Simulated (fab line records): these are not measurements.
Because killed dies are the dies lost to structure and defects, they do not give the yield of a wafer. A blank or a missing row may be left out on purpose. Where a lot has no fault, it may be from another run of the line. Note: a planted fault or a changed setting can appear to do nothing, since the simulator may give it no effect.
Which tool was responsible?	flow gf180mcu	Sampling: 15 lots, 45 wafers, 2 of 602 route steps

== WHAT THE GAUGES READ, wafer by wafer ==
GF_V3_BOW_MEAS_05.
lot	measured	on	V3_BOW (um)
L575	day 21 20:05	film_metro-04	111 105 103
L576	day 22 05:10	film_metro-04	130 133 120
L577	day 22 13:24	film_metro-02	96 107 104
L578	day 23 00:57	film_metro-04	110 113 114
L580	day 23 17:53	film_metro-04	123 133 112
L582	day 24 08:23	film_metro-02	123 102 108
L583	day 25 00:07	film_metro-04	107 111 113
L584	day 25 01:18	film_metro-04	109 108 111
L585	day 25 05:14	film_metro-03	119 123 128
L588	day 26 19:34	film_metro-02	116 105 89
L592	day 27 16:13	film_metro-02	129 112 132
L593	day 28 05:09	film_metro-02	119 105 113
L595	day 28 15:07	film_metro-03	126 122 128
L596	day 28 16:22	film_metro-03	126 107 115
L597	day 28 19:19	film_metro-03	125 122 126

== WHICH TOOL RAN EACH LOT (tool, then ch and the chambers of the sampled wafers, then the start) ==
lot	GF_M3_STRIP_17
L575	plasma_asher-01 ch 0,1, day 21 18:59
L576	plasma_asher-02 ch 1, day 22 04:04
L577	plasma_asher-01 ch 0,1, day 22 12:17
L578	plasma_asher-01 ch 0,1, day 22 23:50
L580	plasma_asher-02 ch 0,1, day 23 16:44
L582	plasma_asher-01 ch 0,1, day 24 07:17
L583	plasma_asher-02 ch 0, day 24 22:57
L584	plasma_asher-01 ch 0,1, day 25 00:08
L585	plasma_asher-01 ch 0,1, day 25 04:05
L588	plasma_asher-02 ch 0,1, day 26 16:59
L592	plasma_asher-01 ch 0,1, day 27 15:08
L593	plasma_asher-01 ch 0,1, day 28 04:00
L595	plasma_asher-01 ch 1, day 28 14:01
L596	plasma_asher-02 ch 0,1, day 28 15:16
L597	plasma_asher-01 ch 0, day 28 18:13
- GF_M3_STRIP_17: strips in O2/N2.

== WHAT THE TOOLS THEMSELVES READ (means of the sampled wafers that have a number; where no wafer has one, the mark that the record gives instead) ==
GF_M3_STRIP_17.
lot	tool	drypump_motor_current_A (A)	heater_power_w (W)	oes_product_au (a.u.)	strip_time_to_endpoint_s (s)
L575	plasma_asher-01	5.5	318	0.563	7.92
L576	plasma_asher-02	4.9	357	0.556	7.90
L577	plasma_asher-01	5.8	309	0.560	7.93
L578	plasma_asher-01	5.5	318	0.557	7.84
L580	plasma_asher-02	5.1	337	0.556	7.92
L582	plasma_asher-01	5.8	305	0.555	7.90
L583	plasma_asher-02	5.5	287	0.561	7.88
L584	plasma_asher-01	5.8	304	0.555	7.83
L585	plasma_asher-01	5.8	310	0.560	7.88
L588	plasma_asher-02	5.3	313	0.557	7.85
L592	plasma_asher-01	5.5	322	0.558	7.88
L593	plasma_asher-01	5.5	316	0.560	7.90
L595	plasma_asher-01	6.1	297	0.561	7.91
L596	plasma_asher-02	5.3	311	0.560	7.88
L597	plasma_asher-01	5.2	324	0.560	7.87

== THE ANSWER, worked out from the rows above alone ==
Rule: the lots themselves supply what counts as usual. Put in order of their means at a reading, lots are off if they are a third of the lots or fewer, leave a main group of 4 or more, and stand apart from it by a gap of 3 or more times the standard deviation of the main group's means; of several such gaps the widest counts. A main group is skipped when, at the precision printed for the reading in the tables above, its means are all equal. Also off: a lot with no number at a reading for which 4 or more lots have one. The other lots that the step has rows for count as sound. The gauges are gone through in route order, then the tools' own readings, and for those a lot's mean is taken as printed above. The first step at which some lot is off is used, and at that step the reading that is off furthest; a lot without a number counts as furthest.
No lot is off at any reading shown: from this, nothing can be told.

== WHAT THE SIMULATOR PUT IN ==
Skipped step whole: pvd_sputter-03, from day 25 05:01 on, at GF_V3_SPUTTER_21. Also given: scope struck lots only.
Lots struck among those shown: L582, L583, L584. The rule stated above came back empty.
